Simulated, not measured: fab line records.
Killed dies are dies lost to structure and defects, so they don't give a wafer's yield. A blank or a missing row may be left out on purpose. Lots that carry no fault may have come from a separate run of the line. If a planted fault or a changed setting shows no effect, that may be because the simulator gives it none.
Matching of chambers ; flow gf180mcu ; GF_V3_CMP_04 on cmp-02: 4 sister chambers
The step polishes SiO2. 4 wafers are shown with their chamber, then 7 later ones without.

== WAFERS PAIRED WITH THEIR CHAMBERS ==
wafer;chamber;motor_current_A (A)
L854.3;3;10.5
L857.2;0;10.0
L857.4;1;10.5
L863.1;2;11.5

== WAFERS WHOSE CHAMBER IS MISSING ==
wafer;motor_current_A (A)
L863.6;10.4
L868.1;10.6
L868.3;10.6
L868.6;10.6
L869.1;10.2
L869.3;12.2
L869.6;11.3

== WHICH CHAMBER EACH WENT THROUGH ==
wafer;from the rows above;in truth
L863.6;can't be placed: 1 or 3 or 0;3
L868.1;can't be placed: 1 or 3 or 0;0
L868.3;can't be placed: 1 or 3 or 0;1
L868.6;can't be placed: 1 or 3 or 0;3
L869.1;can't be placed: 0 or 1 or 3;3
L869.3;2;2
L869.6;2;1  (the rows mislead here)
1 of 7 placed correctly. These rows do not allow placing 5 (true chamber among the candidates in 5). 1 placed wrongly.
How it was worked out, from the rows above alone: a wafer's distance from a chamber is the root of the sum, over the readings, of the square of ((its reading less the chamber's mean) divided by the reading's scatter). If the next closest chamber is less than 2 further off than the closest, the wafer can't be placed; otherwise it belongs to the closest. A chamber's mean is the mean of its shown wafers. The scatter: with one shown wafer a chamber, the root of the mean of the squares of how far each hidden wafer lies from its nearest shown one.
